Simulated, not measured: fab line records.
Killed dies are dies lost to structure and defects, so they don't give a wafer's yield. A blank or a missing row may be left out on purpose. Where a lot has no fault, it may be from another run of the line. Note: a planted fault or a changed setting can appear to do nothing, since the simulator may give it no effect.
The same fault as seen by 2 desks || flow sfq_line || only its own numbers are on each desk; what lay behind them is given at the end

## FOR THE TOOL OWNER'S DESK: pvd_sputter-05
The tool's own readings at SFQ_TRILAYER_L0_DEP_SPUTTER_003 (material MoNx KI, target thk 40 nm, time 100 s): means of the sampled wafers that have a number, for each lot that ran on this tool. A lot is out of limits, marked OUT, if its mean lies more than 4 standard deviations from the usual mean; the brackets give that distance.
Columns: A = cathode_dc_power_W at SFQ_TRILAYER_L0_DEP_SPUTTER_003, usual 800.01 W; B = throttle_valve_pct at SFQ_TRILAYER_L0_DEP_SPUTTER_003, usual 30.0 %
{"lot": "L879", "first seen here": "day 2 08:29", "A": 800.16, "B": 29.7}
{"lot": "L883", "first seen here": "day 3 04:29", "A": 800.00, "B": 30.4}
{"lot": "L887", "first seen here": "day 4 00:29", "A": 800.05, "B": 29.8}
{"lot": "L894", "first seen here": "day 5 11:29", "A": 800.07, "B": 30.4}
{"lot": "L898", "first seen here": "day 6 07:29", "A": 800.00, "B": 29.7}
This desk's finding: nothing out of limits on any of the 5 lots.

## AT THE METROLOGY DESK
Means of the sampled wafers that have a number, per lot and without regard to the tool the lot ran on: this is what the gauges read. A lot is out of limits, marked OUT, if its mean lies more than 4 standard deviations from the usual mean; the brackets give that distance.
Columns: A = L0_MONX_KI_RS at SFQ_L0_RS_MEAS_901, usual 43.4 ohm/sq; B = L0_MONX_KI_THK at SFQ_L0_THK_MEAS_902, usual 40.8 nm
{"lot": "L877", "first seen here": "day 1 22:36", "A": 43.1, "B": 40.9}
{"lot": "L879", "first seen here": "day 2 08:35", "A": 43.8, "B": 40.5}
{"lot": "L881", "first seen here": "day 2 18:36", "A": 43.5, "B": 40.8}
{"lot": "L882", "first seen here": "day 2 23:34", "A": 43.4, "B": 40.6}
{"lot": "L883", "first seen here": "day 3 04:34", "A": 43.1, "B": 41.1}
{"lot": "L884", "first seen here": "day 3 09:34", "A": 43.3, "B": 40.8}
{"lot": "L887", "first seen here": "day 4 00:35", "A": 43.5, "B": 40.6}
{"lot": "L888", "first seen here": "day 4 05:34", "A": 44.0, "B": 40.1}
{"lot": "L889", "first seen here": "day 4 10:34", "A": 43.4, "B": 40.8}
{"lot": "L890", "first seen here": "day 4 15:36", "A": 43.3, "B": 40.8}
{"lot": "L894", "first seen here": "day 5 11:35", "A": "26.6 (-45) OUT", "B": "66.6 (+66) OUT"}
{"lot": "L895", "first seen here": "day 5 16:35", "A": 44.0, "B": 40.1}
{"lot": "L897", "first seen here": "day 6 02:34", "A": 43.7, "B": 40.6}
{"lot": "L898", "first seen here": "day 6 07:35", "A": "26.4 (-46) OUT", "B": "67.3 (+68) OUT"}
This desk finds L894, L898 out of limits, with the earliest case on L894 at day 5 11:35 (L0_MONX_KI_RS at SFQ_L0_RS_MEAS_901). L877, L879, L881, L882, L883, L884, L887, L888, L889, L890, L895, L897: within limits.

## PUT TOGETHER
On L894, L898, the metrology desk was in a position to raise an alarm at day 5 11:35.
The tool owner's desk saw nothing out of limits.
Tool owner's desk: L894, L898 on record, inside its limits.
Of the lots named, all ran SFQ_TRILAYER_L0_DEP_SPUTTER_003 on pvd_sputter-05.

## WHAT HAD BEEN PUT IN BY THE SIMULATOR
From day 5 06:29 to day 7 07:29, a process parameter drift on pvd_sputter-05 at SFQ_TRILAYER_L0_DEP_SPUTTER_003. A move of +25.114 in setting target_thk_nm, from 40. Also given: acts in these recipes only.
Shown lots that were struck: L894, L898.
Per desk, hours elapsed from the start of the fault to the first reading out of limits: for the metrology desk, 5.
